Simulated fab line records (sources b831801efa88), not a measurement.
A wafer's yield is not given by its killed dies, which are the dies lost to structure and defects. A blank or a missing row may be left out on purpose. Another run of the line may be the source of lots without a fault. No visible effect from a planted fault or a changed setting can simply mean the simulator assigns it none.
Which tool was responsible? ; flow gf180mcu ; 18 wafers from 6 lots sampled at 3 of the route's 602 steps

## WHAT THE GAUGES SHOWED, per wafer
GF_MIM_THK_MEAS_11: measures by xrf.
lot;measured;on;MIM_ALCU_THK (nm)
L106;day 24 20:05;film metro-01;199.6 199.1 199.5
L111;day 26 17:23;film metro-01;195.4 197.2 196.4
L118;day 28 18:38;film metro-01;196.1 195.3 193.8
L121;day 29 13:24;film metro-03;202.6 199.9 202.0
L123;day 30 05:47;film metro-03;199.0 199.5 200.2
L126;day 31 01:40;film metro-01;197.2 195.8 197.3

## EACH LOT AND THE TOOL THAT RAN IT (in order: tool; ch and the chambers of the sampled wafers; start)
lot;GF_V3_CMP_04;GF_MIM_SPUTTER_09
L106;cmp-02 ch 0,2, day 21 17:51;pvd sputter-03, day 24 19:56
L111;cmp-02 ch 2,3, day 23 19:09;pvd sputter-04, day 26 17:13
L118;cmp-01 ch 1,2, day 26 00:47;pvd sputter-04, day 28 18:28
L121;cmp-01 ch 1,2, day 26 21:11;pvd sputter-02, day 29 13:14
L123;cmp-01 ch 1,3, day 27 13:48;pvd sputter-02, day 30 05:38
L126;cmp-01 ch 0,1,2, day 28 10:28;pvd sputter-04, day 31 01:31
- GF_V3_CMP_04: polishes SiO2.
- GF_MIM_SPUTTER_09: material TiN, target thk 35 nm, time 29.2 s.

## THE ANSWER, worked out from the rows above alone
Rule: the usual values come from the lots themselves. The widest of any qualifying gaps counts: lots, ordered by their means at a reading, are off when they make up no more than a third of the lots, leave a main group of 4 or more, and stand apart from it by 3 or more times the standard deviation of that group's means. Not used: any main group whose means are identical at the precision the tables above print for the reading. Also off: a lot with no number at a reading for which 4 or more lots have one. The other lots that the step has rows for count as sound.
No lot is off on any of the readings shown, so nothing can be concluded from this.

## WHAT THE SIMULATOR HAD INSERTED
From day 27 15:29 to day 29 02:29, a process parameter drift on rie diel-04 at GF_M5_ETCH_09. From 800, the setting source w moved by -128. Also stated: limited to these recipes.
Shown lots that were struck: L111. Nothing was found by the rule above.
